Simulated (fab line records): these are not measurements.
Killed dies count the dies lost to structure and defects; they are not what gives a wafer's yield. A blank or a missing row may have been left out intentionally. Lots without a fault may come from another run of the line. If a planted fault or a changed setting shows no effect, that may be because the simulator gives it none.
fab line records    flow sky130
[record] lots = 14  wafers = 42  last_day = 50
route steps=708 shown VT_ADJUST_HVTR@139 SONOS_TUNNEL@156 SONOS_ONO@169 GATE_OXIDE@189 PAD_OPEN@708
lots that met no fault: taken from a fault-free run of the same line
start_h: the number of hours between the record's first day and the start of the first shown wafer of the lot    wait_h: hours from the lot's prior step to this one    " the same as in the row above    L1.1+2: several wafers, shown together as one row    - no value, or no start was given    * or withheld: withheld    < > ~ a bound
route shown NAME@n: NAME is a module with steps in the file, n the number in the route of the first one    usual: mean/standard deviation of fault-free wafers    same: alike in all rows    chamber/n: place in a boat    sites: per-site readings    _std_site: standard deviation across them    _edge_site: inner sites' mean taken away from outer sites' mean    radius_mm: for every site, how far away it sits from the centre of the wafer    mask NAME#n: copy n    behind: the most recent tool/chamber to have shaped the wafer    hold: cause of the lot's hold/its duration in hours/its outcome    device: the transistor (n, p or np) that didn't switch    end of line: at the end of the route, the tests of the same wafers    for a step that has no rows: nothing shown but its recipe    killed: dies lost to structure and defects at the first sort, not the wafer's yield    map: the dies of a wafer, with x for killed, . for not killed, _ for no die there
set.NAME: the setting as run; set.NAME@STEP: as run at that earlier step    model.NAME: the simulator's own value behind a step, which no gauge read
the route's steps for a sample of lots (tables are steps, rows are wafers)
services: from which hour (start_h, from the record's first day; less than 0 if before it) a tool's chamber was out of use, for how many hours, and why
[[steps]]
[step SKY_VT_ADJUST_HVTR_OVL_MEAS_08]
[usual] VT_ADJUST_HVTR_OVL = 1.0/1.5
lot.wafer  tool        chamber  start_h  wait_h  VT_ADJUST_HVTR_OVL[nm]
L149.1     overlay-02  -        197.15   0.1     -0.5
L149.2     "           -        "        "       -0.3
L149.3     "           -        "        "       0.4
L150.2     overlay-01  -        205.40   0.1     -1.1
L150.3     "           -        "        "       -1.3
L150.5     "           -        "        "       -0.6
L151.2     overlay-02  -        212.79   0.1     1.5
L151.3     "           -        "        "       1.5
L151.6     "           -        "        "       1.2
L154.2     overlay-02  -        258.61   0.1     -2.3
L154.4     "           -        "        "       1.7
L154.6     "           -        "        "       0.3
L153.4     overlay-01  -        260.77   0.1     0.7
L153.5     "           -        "        "       1.0
L153.6     "           -        "        "       0.2
L155.1     overlay-02  -        266.60   0.1     0.9
L155.3     "           -        "        "       0.8
L155.6     "           -        "        "       1.7
L158.3     overlay-01  -        278.50   0.1     0.9
L158.4     "           -        "        "       1.0
L158.5     "           -        "        "       3.4
L161.1     overlay-01  -        294.50   0.1     2.9
L161.2     "           -        "        "       1.9
L161.6     "           -        "        "       4.2
L160.1     overlay-02  -        296.23   0.1     1.5
L160.5     "           -        "        "       -0.2
L160.6     "           -        "        "       1.6
L164.1     overlay-02  -        319.28   0.1     -0.1
L164.5     "           -        "        "       0.3
L164.6     "           -        "        "       -1.8
L165.1     overlay-01  -        320.54   0.1     0.4
L165.2     "           -        "        "       0.6
L165.6     "           -        "        "       -0.1
L170.1     overlay-02  -        361.95   0.1     2.4
L170.3     "           -        "        "       1.6
L170.6     "           -        "        "       0.1
L171.1     overlay-02  -        366.29   0.1     -1.1
L171.4     "           -        "        "       1.4
L171.6     "           -        "        "       -1.9
L172.1     overlay-01  -        371.08   0.1     2.2
L172.2     "           -        "        "       -0.3
L172.3     "           -        "        "       0.2
[step SKY_SONOS_TUNNEL_COAT_02]
[recipe] resist = NOVOLAK  spin_rpm = 3000  resist_thk_nm = 1140
lot.wafer   tool            chamber  start_h  wait_h
L149.1+2+3  litho_track-01  0        231.62   0.1
L150.2+3+5  litho_track-01  0        238.89   0.1
L151.2+3+6  litho_track-01  0        246.64   0.1
L154.2+4+6  litho_track-03  0        295.54   0.1
L153.4+5+6  litho_track-02  0        298.52   0.1
L155.1+3+6  litho_track-02  0        303.85   0.1
L158.3+4+5  litho_track-03  0        317.71   0.1
L161.1+2+6  litho_track-03  0        333.96   0.1
L160.1+5+6  litho_track-02  0        336.30   0.1
L164.1+5+6  litho_track-03  0        359.11   0.1
L165.1+2+6  litho_track-03  0        360.66   0.1
L170.1+3+6  litho_track-02  0        404.65   0.1
L171.1+4+6  litho_track-02  0        408.70   0.1
L172.1+2+3  litho_track-02  0        414.85   0.1
[step SKY_SONOS_TUNNEL_CD_MEAS_07]
[recipe] target_cd_nm = 410
[usual] cd_nm = 409.2/2
lot.wafer  tool       chamber  start_h  wait_h  cd_nm
L149.1     cd_sem-01  -        242.87   0.1     407.7
L149.2     "          -        "        "       408.6
L149.3     "          -        "        "       408.6
L150.2     cd_sem-01  -        250.52   0.1     406.8
L150.3     "          -        "        "       408.4
L150.5     "          -        "        "       407.4
L151.2     cd_sem-01  -        258.58   0.1     414.5
L151.3     "          -        "        "       412.1
L151.6     "          -        "        "       414.7
L154.2     cd_sem-02  -        308.84   0.2     407.8
L154.4     "          -        "        "       407.6
L154.6     "          -        "        "       408.9
L153.4     cd_sem-02  -        311.91   0.1     410.4
L153.5     "          -        "        "       410.5
L153.6     "          -        "        "       411.9
L155.1     cd_sem-02  -        317.12   0.1     411.0
L155.3     "          -        "        "       411.6
L155.6     "          -        "        "       411.0
L158.3     cd_sem-02  -        330.80   0.1     407.0
L158.4     "          -        "        "       406.7
L158.5     "          -        "        "       407.4
L161.1     cd_sem-01  -        347.36   0.1     410.3
L161.2     "          -        "        "       410.9
L161.6     "          -        "        "       410.7
L160.1     cd_sem-02  -        349.85   0.1     410.8
L160.5     "          -        "        "       410.2
L160.6     "          -        "        "       409.8
L164.1     cd_sem-02  -        372.70   0.1     444.9
L164.5     "          -        "        "       445.4
L164.6     "          -        "        "       446.0
L165.1     cd_sem-01  -        374.56   0.1     442.1
L165.2     "          -        "        "       443.0
L165.6     "          -        "        "       443.4
L170.1     cd_sem-01  -        419.10   0.1     405.4
L170.3     "          -        "        "       403.2
L170.6     "          -        "        "       405.8
L171.1     cd_sem-01  -        423.45   0.1     410.1
L171.4     "          -        "        "       409.4
L171.6     "          -        "        "       409.9
L172.1     cd_sem-02  -        429.82   0.1     411.0
L172.2     "          -        "        "       408.8
L172.3     "          -        "        "       410.3
[step SKY_SONOS_ONO_THK_MEAS_01]
[recipe] reads = SiO2_of_SONOS_ONO_OXIDATION_00
[usual] SONOS_ONO_OXIDATION_THK = 2.61/0.059
lot.wafer  tool           chamber  start_h  wait_h  SONOS_ONO_OXIDATION_THK[nm]
L149.1     film_metro-04  -        245.06   0.0     2.71
L149.2     "              -        "        "       2.62
L149.3     "              -        "        "       2.65
L150.2     film_metro-03  -        253.07   0.0     2.65
L150.3     "              -        "        "       2.64
L150.5     "              -        "        "       2.67
L151.2     film_metro-03  -        262.21   0.0     2.76
L151.3     "              -        "        "       2.78
L151.6     "              -        "        "       2.68
L154.2     film_metro-04  -        311.59   0.0     2.61
L154.4     "              -        "        "       2.58
L154.6     "              -        "        "       2.65
L153.4     film_metro-03  -        315.58   0.0     2.62
L153.5     "              -        "        "       2.64
L153.6     "              -        "        "       2.59
L155.1     film_metro-04  -        319.76   0.0     2.65
L155.3     "              -        "        "       2.62
L155.6     "              -        "        "       2.62
L158.3     film_metro-03  -        333.40   0.0     2.57
L158.4     "              -        "        "       2.60
L158.5     "              -        "        "       2.63
L161.1     film_metro-03  -        350.36   0.0     2.78
L161.2     "              -        "        "       2.73
L161.6     "              -        "        "       2.70
L160.1     film_metro-01  -        354.15   0.0     2.55
L160.5     "              -        "        "       2.57
L160.6     "              -        "        "       2.64
L164.1     film_metro-04  -        374.68   0.0     2.59
L164.5     "              -        "        "       2.57
L164.6     "              -        "        "       2.60
L165.1     film_metro-01  -        377.95   0.0     2.60
L165.2     "              -        "        "       2.63
L165.6     "              -        "        "       2.61
L170.1     film_metro-04  -        421.34   0.0     2.64
L170.3     "              -        "        "       2.58
L170.6     "              -        "        "       2.62
L171.1     film_metro-03  -        426.61   0.0     2.53
L171.4     "              -        "        "       2.52
L171.6     "              -        "        "       2.48
L172.1     film_metro-04  -        433.18   0.0     2.56
L172.2     "              -        "        "       2.61
L172.3     "              -        "        "       2.62
[step SKY_GATE_OXIDE_THK_MEAS_02]
[recipe] reads = SiO2_of_GATE_OXIDE_OXIDATION_01
[usual] GATE_OXIDE_OXIDATION_00_THK = 9.51/0.23
lot.wafer  tool           chamber  start_h  wait_h  GATE_OXIDE_OXIDATION_00_THK[nm]
L149.1     film_metro-02  -        274.96   0.0     9.82
L149.2     "              -        "        "       9.87
L149.3     "              -        "        "       9.72
L150.2     film_metro-04  -        281.94   0.0     9.64
L150.3     "              -        "        "       9.61
L150.5     "              -        "        "       9.49
L151.2     film_metro-03  -        290.91   0.0     9.34
L151.3     "              -        "        "       9.39
L151.6     "              -        "        "       9.33
L154.2     film_metro-02  -        342.11   0.0     9.42
L154.4     "              -        "        "       9.38
L154.6     "              -        "        "       9.33
L153.4     film_metro-03  -        347.65   0.0     9.53
L153.5     "              -        "        "       9.52
L153.6     "              -        "        "       9.09
L155.1     film_metro-04  -        351.29   0.0     9.80
L155.3     "              -        "        "       9.70
L155.6     "              -        "        "       9.63
L158.3     film_metro-04  -        366.65   0.0     9.53
L158.4     "              -        "        "       9.58
L158.5     "              -        "        "       9.32
L161.1     film_metro-04  -        384.69   0.0     9.42
L161.2     "              -        "        "       9.34
L161.6     "              -        "        "       9.23
L160.1     film_metro-03  -        388.68   0.0     9.32
L160.5     "              -        "        "       9.28
L160.6     "              -        "        "       9.42
L164.1     film_metro-02  -        407.81   0.0     9.54
L164.5     "              -        "        "       9.79
L164.6     "              -        "        "       9.63
L165.1     film_metro-02  -        412.55   0.0     9.96
L165.2     "              -        "        "       10.02
L165.6     "              -        "        "       9.80
L170.1     film_metro-03  -        457.54   0.0     9.33
L170.3     "              -        "        "       9.50
L170.6     "              -        "        "       9.12
L171.1     film_metro-03  -        462.24   0.1     9.42
L171.4     "              -        "        "       9.45
L171.6     "              -        "        "       9.46
L172.1     film_metro-02  -        470.84   0.0     9.23
L172.2     "              -        "        "       9.24
L172.3     "              -        "        "       9.23
[step SKY_PAD_OPEN_PROBE_99]
[usual] killed_at_M0_to_M3 = 44/7.2  killed_at_M4_up = 3.2/1.8  killed_at_contacts = 24/5.4  killed_at_front_end = 15/4  killed_at_other = 0.3/0.56  killed_dies = 87/9.2  killed_open = 47/7.3  killed_short = 39/5.7
[same] gross_dies = 492  killed_at_back_side = 0
lot.wafer  tool       chamber  start_h  wait_h  killed_at_M0_to_M3  killed_at_M4_up  killed_at_contacts  killed_at_front_end  killed_at_other  killed_dies  killed_open  killed_short
L151.2     prober-02  -        1080.79  0.1     52                  4                25                  17                   0                98           55           43
L151.3     prober-02  -        1080.84  0.2     42                  4                38                  18                   0                102          60           41
L151.6     prober-02  -        1080.99  0.2     48                  1                32                  26                   0                107          61           46
L154.2     prober-02  -        1120.93  0.1     42                  3                24                  11                   0                80           47           33
L154.4     prober-02  -        1121.03  0.2     44                  3                29                  12                   1                89           45           44
L154.6     prober-02  -        1121.13  0.2     41                  3                23                  10                   1                78           40           37
L164.1     prober-01  -        1161.29  0.1     40                  3                22                  14                   2                81           46           33
L164.5     prober-01  -        1161.49  0.2     41                  4                27                  21                   0                93           45           48
L164.6     prober-01  -        1161.54  0.2     48                  3                28                  17                   2                98           54           42
L165.1     prober-02  -        1167.89  0.1     36                  4                22                  16                   1                79           41           36
L165.2     prober-02  -        1167.94  0.1     33                  2                30                  13                   0                78           37           41
L165.6     prober-02  -        1168.14  0.2     47                  10               30                  9                    0                96           57           39
// killed by level:class
L151.2 VIA1:geometric_particle:open=12 VIA3:geometric_particle:open=9 VIA2:geometric_particle:open=8 CONTACT:geometric_particle:short=8 CONTACT:geometric_particle:open=7 VIA1:geometric_particle:short=7 METAL2:geometric_particle:short=7 LI_CONTACT:geometric_particle:open=6
L151.3 CONTACT:geometric_particle:open=15 LI_CONTACT:geometric_particle:open=13 VIA1:geometric_particle:open=12 VIA2:geometric_particle:open=5 POLY_GATE:geometric_particle:short=5 CONTACT:geometric_particle:short=5 METAL1:geometric_particle:short=5 VIA2:geometric_particle:short=4
L151.6 CONTACT:geometric_particle:open=13 VIA1:geometric_particle:open=13 FIELD_ISO:geometric_particle:open=10 LI_CONTACT:geometric_particle:open=8 VIA2:geometric_particle:open=7 FIELD_ISO:geometric_particle:short=6 METAL1:geometric_particle:short=5 POLY_GATE:geometric_particle:short=4
L154.2 CONTACT:geometric_particle:open=11 VIA1:geometric_particle:open=8 VIA1:geometric_particle:short=7 VIA3:geometric_particle:open=7 VIA2:geometric_particle:open=6 LI_CONTACT:geometric_particle:open=5 LOCAL_INTERCONNECT:geometric_particle:short=4 CONTACT:geometric_particle:short=4
L154.4 CONTACT:geometric_particle:open=11 VIA1:geometric_particle:open=10 CONTACT:geometric_particle:short=6 VIA3:geometric_particle:short=6 LI_CONTACT:geometric_particle:open=5 VIA1:geometric_particle:short=5 VIA2:geometric_particle:open=5 FIELD_ISO:geometric_particle:open=4
L154.6 VIA1:geometric_particle:open=13 LI_CONTACT:geometric_particle:open=6 LI_CONTACT:geometric_particle:short=5 CONTACT:geometric_particle:short=5 CONTACT:geometric_particle:open=4 METAL1:geometric_particle:short=4 VIA2:geometric_particle:short=4 FIELD_ISO:geometric_particle:short=3
L164.1 VIA1:geometric_particle:open=13 CONTACT:geometric_particle:open=8 METAL2:geometric_particle:short=6 CONTACT:geometric_particle:short=5 VIA2:geometric_particle:open=5 POLY_GATE:geometric_particle:open=4 LI_CONTACT:geometric_particle:open=4 VIA3:geometric_particle:open=4
L164.5 VIA1:geometric_particle:open=11 CONTACT:geometric_particle:open=9 POLY_GATE:geometric_particle:short=8 LI_CONTACT:geometric_particle:open=6 METAL1:geometric_particle:short=6 FIELD_ISO:geometric_particle:short=5 FIELD_ISO:geometric_particle:open=5 VIA1:geometric_particle:short=5
L164.6 VIA1:geometric_particle:open=13 CONTACT:geometric_particle:open=9 VIA3:geometric_particle:open=9 CONTACT:geometric_particle:short=7 LOCAL_INTERCONNECT:geometric_particle:short=6 VIA2:geometric_particle:open=6 LI_CONTACT:geometric_particle:open=5 METAL3:geometric_particle:short=5
L165.1 VIA1:geometric_particle:open=14 LI_CONTACT:geometric_particle:open=6 VIA3:geometric_particle:short=6 CONTACT:geometric_particle:short=5 CONTACT:geometric_particle:open=5 FIELD_ISO:geometric_particle:open=4 FIELD_ISO:geometric_particle:short=4 METAL2:geometric_particle:short=4
L165.2 CONTACT:geometric_particle:open=8 VIA1:geometric_particle:open=8 CONTACT:geometric_particle:short=8 METAL1:geometric_particle:short=7 LI_CONTACT:geometric_particle:open=6 VIA2:geometric_particle:open=5 LI_CONTACT:geometric_particle:short=4 METAL2:geometric_particle:short=4
L165.6 CONTACT:geometric_particle:open=14 VIA1:geometric_particle:open=12 LI_CONTACT:geometric_particle:open=10 VIA1:geometric_particle:short=8 FIELD_ISO:geometric_particle:short=6 METAL4:geometric_particle:short=5 VIA3:geometric_particle:short=4 VIA3:geometric_particle:open=4
[[services]]
tool            chamber  start_h  hours  kind
litho_track-01  -        258.85   -      consumable_replace:filter
[[key]]
[first_sign] step = SKY_SONOS_TUNNEL_CD_MEAS_07  reading = cd_nm  direction = up  sigmas = 17  usual = 409.2  struck = 444.1
effect none on later readings
met_at SKY_SONOS_TUNNEL_COAT_02
struck_lots L164,L165
tester_left_out L164,L165
not_acting_at SKY_VT_ADJUST_HVTR_OVL_MEAS_08,SKY_SONOS_ONO_THK_MEAS_01,SKY_GATE_OXIDE_THK_MEAS_02
onset_between 333.96 359.11
[fault] kind = process_parameter_drift  tool = litho_track-03  chamber = -  onset_h = 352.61  steps = SKY_SONOS_TUNNEL_COAT_02  channel = resist_thk_nm  offset = -317.79  shape = step  end_h = 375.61  acts_in = these_recipes_only  stated = 1140
// tester_left_out: of these lots the tester's yield and bins aren't shown, on N5 and GAA mostly nor the transistor test; their killed dies are dies lost to structure and defects alone, not to doping, threshold or leakage, so they don't give the yield
